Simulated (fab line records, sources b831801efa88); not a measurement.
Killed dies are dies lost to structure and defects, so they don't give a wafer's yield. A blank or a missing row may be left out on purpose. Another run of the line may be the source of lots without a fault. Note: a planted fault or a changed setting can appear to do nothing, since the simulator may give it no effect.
Which tool is to blame? ; flow sky130 ; Sampling: 14 lots, 40 wafers, 2 of 708 route steps

WHAT EACH GAUGE READ, for each wafer
SKY_VT_ADJUST_LVTN_TW_MEAS_21. Usual: VT_ADJUST_LVTN_2_TW gives 188.1 (standard deviation 1.4).
lot;measured;on;VT_ADJUST_LVTN_2_TW;flag
L973;day 7 18:33;filmMetro-02;188.8 189.4 188.8;
L974;day 7 23:55;filmMetro-03;188.1 189.9 188.0;
L975;day 8 05:31;filmMetro-03;188.4 190.3 189.4;
L976;day 8 15:40;filmMetro-02;188.6 189.1 189.5;
L979;day 9 10:31;filmMetro-03;189.3 187.9 188.7;
L980;day 9 14:19;filmMetro-02;189.7 189.6 189.9;
L981;day 9 21:16;filmMetro-04;186.2 186.3 185.9;
L982;day 10 07:27;filmMetro-04;185.3 187.0 186.1;
L983;day 10 11:58;filmMetro-03;189.4 190.3 190.2;
L984;day 10 22:53;filmMetro-03;188.7 189.0 189.1;
L985;day 10 23:59;filmMetro-04;186.2 186.6 186.3;
L986;day 11 07:58;filmMetro-02;188.1 188.5 188.2;
L991;day 12 18:31;filmMetro-02;188.8 189.9;
L994;day 13 19:59;filmMetro-04;186.8 184.9;

SKY_VT_ADJUST_HVTR_TW_MEAS_11. Usual: VT_ADJUST_HVTR_TW gives 212.3 (standard deviation 1).
lot;measured;on;VT_ADJUST_HVTR_TW;flag
L973;day 9 11:06;filmMetro-03;211.5 210.9 211.1;
L974;day 9 16:47;filmMetro-03;211.9 210.7 210.3;
L975;day 9 22:38;filmMetro-03;211.6 211.6 210.7;
L976;day 10 11:20;filmMetro-03;212.0 212.3 213.0;
L979;day 11 08:10;filmMetro-02;210.2 211.2 211.0;
L980;day 11 11:38;filmMetro-03;212.8 213.4 212.2;
L981;day 11 19:55;filmMetro-01;211.4 213.2 212.6;
L982;day 12 06:28;filmMetro-03;211.6 213.1 211.4;
L983;day 12 10:35;filmMetro-02;212.0 213.7 211.9;
L984;day 12 22:54;filmMetro-02;212.5 211.8 212.1;
L985;day 12 23:23;filmMetro-03;212.8 212.8 212.3;
L986;day 13 07:48;filmMetro-01;213.4 212.2 209.6;
L991;day 14 21:33;filmMetro-01;212.9 211.9;
L994;day 16 01:38;filmMetro-03;213.0 211.4;

WHICH TOOL RAN EACH LOT (tool, then ch and the chambers of the sampled wafers, then the start)
The record holds no process step before these readings.

WHAT THE TOOLS THEMSELVES READ (means of the sampled wafers that have a number; where no wafer has one, the mark that the record gives instead)
The record holds no such reading with a usual standard deviation.

THE ANSWER, worked out from the rows above alone
Rule: lot off if the mean of its wafers having a number is beyond 3 standard deviations from the usual mean. A lot without any number at a reading at which 4 lots or more have one is off too. Where the step has rows for the other lots, those lots are counted as sound. First the gauges in route order, then the tools' own readings, where a lot's mean is used as printed above. At the first step where some lot is off, the reading lying furthest off is the one used; lots without a number count as furthest.
No lot is off at any reading shown: from this, nothing can be told.

WHAT THE SIMULATOR HAD PUT IN
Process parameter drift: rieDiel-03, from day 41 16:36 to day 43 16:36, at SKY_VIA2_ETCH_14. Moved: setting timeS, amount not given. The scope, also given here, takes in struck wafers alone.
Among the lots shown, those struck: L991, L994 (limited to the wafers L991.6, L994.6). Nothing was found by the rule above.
